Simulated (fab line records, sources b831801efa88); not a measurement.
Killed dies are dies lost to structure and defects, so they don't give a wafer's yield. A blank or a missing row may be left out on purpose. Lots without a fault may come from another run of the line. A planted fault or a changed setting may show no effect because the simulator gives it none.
Chamber matching | flow gf180mcu | GF_V2_CVD_02 on pecvd-03: 3 sister chambers
The step deposits SiO2 from TEOS, target thk 850 nm, time 94.851 s. 6 wafers are shown with their chamber, then 9 later ones without.

WAFERS WITH THEIR CHAMBER
wafer  | chamber | heater_power_w (W)
L530.2 | 1       | 759
L531.1 | 1       | 812
L531.2 | 0       | 596
L533.2 | 2       | 542
L533.3 | 0       | 631
L533.6 | 2       | 575

WAFERS WITHOUT THEIR CHAMBER
wafer  | heater_power_w (W)
L535.3 | 599
L535.5 | 661
L535.6 | 636
L539.1 | 601
L539.3 | 687
L539.6 | 763
L540.1 | 691
L540.2 | 687
L540.4 | 767

WHICH CHAMBER EACH WENT THROUGH
wafer  | from the rows above          | in truth
L535.3 | can't be placed: 0 or 2      | 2
L535.5 | can't be placed: 0 or 2      | 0
L535.6 | can't be placed: 0 or 2      | 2
L539.1 | can't be placed: 0 or 2      | 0
L539.3 | can't be placed: 0 or 1 or 2 | 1
L539.6 | 1                            | 1
L540.1 | can't be placed: 0 or 1 or 2 | 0
L540.2 | can't be placed: 0 or 1 or 2 | 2
L540.4 | 1                            | 1
Placed correctly: 2 of 9. Can't be placed from these rows: 7 (the true chamber is among the candidates in 7). Placed wrongly: 0.
How it was worked out, from the rows above alone: a wafer's distance from a chamber is the root of the sum, over the readings, of the square of ((its reading less the chamber's mean) divided by the reading's scatter). The wafer belongs to the nearest chamber; if the next one is less than 2 further off, it can't be placed. A chamber's mean is the mean of its shown wafers. The scatter: the root of (the sum of the squares of (reading less its chamber's mean) over the shown wafers, divided by (wafers less chambers)).
